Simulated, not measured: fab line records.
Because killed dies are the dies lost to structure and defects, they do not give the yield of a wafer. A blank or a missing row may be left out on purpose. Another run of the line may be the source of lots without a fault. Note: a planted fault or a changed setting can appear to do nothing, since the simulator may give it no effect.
The tool behind it: which one? + flow gf180mcu + 14 lots, 42 wafers sampled, at 4 steps of a route of 602

WHAT THE GAUGES READ, wafer by wafer
GF_M4_THK_MEAS_06: measures by xrf.
| lot  | measured     | on           | M4_ALCU_THK (nm) |
|------|--------------|--------------|------------------|
| L258 | day 22 11:26 | filmMetro-01 | 450 448 452      |
| L259 | day 23 01:46 | filmMetro-02 | 448 454 448      |
| L260 | day 23 10:34 | filmMetro-02 | 455 456 460      |
| L262 | day 24 02:31 | filmMetro-01 | 448 452 450      |
| L263 | day 24 14:08 | filmMetro-02 | 452 445 454      |
| L264 | day 24 18:37 | filmMetro-02 | 455 457 456      |
| L265 | day 25 01:04 | filmMetro-02 | 454 453 455      |
| L266 | day 25 09:04 | filmMetro-02 | 453 452 460      |
| L274 | day 27 19:55 | filmMetro-03 | 444 440 447      |
| L275 | day 28 06:16 | filmMetro-02 | 451 449 449      |
| L277 | day 28 22:23 | filmMetro-03 | 448 445 447      |
| L279 | day 29 06:11 | filmMetro-02 | 452 447 449      |
| L280 | day 29 17:10 | filmMetro-02 | 450 452 447      |
| L281 | day 29 21:14 | filmMetro-03 | 443 442 446      |

GF_V4_THK_MEAS_25: measures by xrf.
| lot  | measured     | on           | V4_W_THK (nm) |
|------|--------------|--------------|---------------|
| L258 | day 24 11:02 | filmMetro-03 | 352 337 350   |
| L259 | day 25 00:04 | filmMetro-03 | 356 354 342   |
| L260 | day 25 09:02 | filmMetro-03 | 340 349 341   |
| L262 | day 26 00:02 | filmMetro-01 | 343 347 359   |
| L263 | day 26 11:14 | filmMetro-04 | 334 337 340   |
| L264 | day 26 15:49 | filmMetro-03 | 342 337 343   |
| L265 | day 26 21:49 | filmMetro-01 | 343 343 345   |
| L266 | day 27 05:01 | filmMetro-04 | 349 337 344   |
| L274 | day 29 14:11 | filmMetro-03 | 339 338 343   |
| L275 | day 29 23:16 | filmMetro-03 | 339 350 339   |
| L277 | day 30 14:41 | filmMetro-03 | 354 346 356   |
| L279 | day 30 22:05 | filmMetro-03 | 353 341 353   |
| L280 | day 31 07:37 | filmMetro-04 | 350 349 340   |
| L281 | day 31 23:30 | filmMetro-03 | 351 342 350   |

GF_TOP_METAL_THK_MEAS_06: measures by xrf.
| lot  | measured     | on           | TOP_METAL_ALCU_THK (nm) |
|------|--------------|--------------|-------------------------|
| L258 | day 27 07:32 | filmMetro-02 | 887 897 887             |
| L259 | day 27 19:32 | filmMetro-02 | 900 894 908             |
| L260 | day 28 02:26 | filmMetro-02 | 913 910 917             |
| L262 | day 28 17:03 | filmMetro-02 | 901 890 890             |
| L263 | day 29 02:26 | filmMetro-03 | 905 915 921             |
| L264 | day 29 07:45 | filmMetro-01 | 912 901 910             |
| L265 | day 29 13:01 | filmMetro-03 | 905 896 906             |
| L266 | day 29 18:50 | filmMetro-02 | 909 922 921             |
| L274 | day 32 00:28 | filmMetro-03 | 911 913 900             |
| L275 | day 32 08:07 | filmMetro-02 | 912 901 905             |
| L277 | day 32 23:08 | filmMetro-02 | 918 906 916             |
| L279 | day 33 05:34 | filmMetro-01 | 913 900 903             |
| L280 | day 33 12:50 | filmMetro-03 | 912 905 900             |
| L281 | day 34 03:20 | filmMetro-01 | 905 903 896             |

WHAT TOOL EACH LOT RAN ON (gives the tool, then ch and the chambers of the sampled wafers, and finally the start)
| lot  | GF_V5_SPUTTER_21            |
|------|-----------------------------|
| L258 | pvdSputter-04, day 27 06:31 |
| L259 | pvdSputter-04, day 27 18:30 |
| L260 | pvdSputter-03, day 28 01:24 |
| L262 | pvdSputter-03, day 28 16:00 |
| L263 | pvdSputter-03, day 29 01:25 |
| L264 | pvdSputter-01, day 29 06:43 |
| L265 | pvdSputter-01, day 29 11:59 |
| L266 | pvdSputter-04, day 29 17:48 |
| L274 | pvdSputter-03, day 31 23:20 |
| L275 | pvdSputter-03, day 32 07:04 |
| L277 | pvdSputter-04, day 32 22:04 |
| L279 | pvdSputter-01, day 33 04:27 |
| L280 | pvdSputter-01, day 33 11:49 |
| L281 | pvdSputter-01, day 34 02:15 |
- GF_V5_SPUTTER_21: material Ti, target thk 15 nm, time 80.02 s.

WHAT THE TOOLS THEMSELVES READ (means of the sampled wafers that have a number; where no wafer has one, the mark that the record gives instead)
GF_V5_SPUTTER_21.
| lot  | tool          | chamberPressurePa (Pa) | throttleValvePct (%) |
|------|---------------|------------------------|----------------------|
| L258 | pvdSputter-04 | 5.008                  | 31.0                 |
| L259 | pvdSputter-04 | 4.998                  | 29.2                 |
| L260 | pvdSputter-03 | 4.996                  | 30.0                 |
| L262 | pvdSputter-03 | 4.997                  | 29.8                 |
| L263 | pvdSputter-03 | 5.004                  | 30.0                 |
| L264 | pvdSputter-01 | 5.002                  | 30.4                 |
| L265 | pvdSputter-01 | 5.009                  | 30.3                 |
| L266 | pvdSputter-04 | 4.992                  | 31.1                 |
| L274 | pvdSputter-03 | 5.850                  | 27.2                 |
| L275 | pvdSputter-03 | 5.852                  | 27.0                 |
| L277 | pvdSputter-04 | 5.004                  | 29.2                 |
| L279 | pvdSputter-01 | 4.989                  | 30.1                 |
| L280 | pvdSputter-01 | 5.008                  | 30.8                 |
| L281 | pvdSputter-01 | 4.996                  | 30.2                 |

THE ANSWER, worked out from the rows above alone
Rule: what is usual is taken from the lots themselves. The widest of any qualifying gaps counts: lots, ordered by their means at a reading, are off when they make up no more than a third of the lots, leave a main group of 4 or more, and stand apart from it by 3 or more times the standard deviation of that group's means. A main group is skipped when, at the precision printed for the reading in the tables above, its means are all equal. Also off: a lot with no number at a reading for which 4 or more lots have one. The other lots that the step has rows for count as sound. The gauges are gone through in route order, then the tools' own readings, and for those a lot's mean is taken as printed above. The first step at which some lot is off is used, and at that step the reading that is off furthest; a lot without a number counts as furthest.
Off: L274, L275 (GF_V5_SPUTTER_21, chamberPressurePa). Main group: mean 5.000 Pa, sd 0.0063.
If a tool, at that step or one of the process steps before it, ran each lot that is off and ran no sound lot following the first of them, it fits. One fits: GF_V5_SPUTTER_21 on pvdSputter-03. A fault onset in the window from L263 (day 29 01:25, its last sound lot) to L274 (day 31 23:20, its first lot off) fits.
The tool's own readings at GF_V5_SPUTTER_21 bear it out: on the lots that are off they differ by more than 5 times the standard deviation of the sound lots' means. chamberPressurePa reads 5.851 Pa there against 5.000 Pa on the sound lots; throttleValvePct reads 27.1 % there against 30.2 % on the sound lots.

WHAT THE SIMULATOR HAD INSERTED
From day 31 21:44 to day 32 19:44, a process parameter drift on pvdSputter-03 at GF_V5_SPUTTER_21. From 5, the setting chamberPressurePa moved by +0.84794. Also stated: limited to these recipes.
Shown lots that were struck: L274, L275. The rule above reached the same finding.
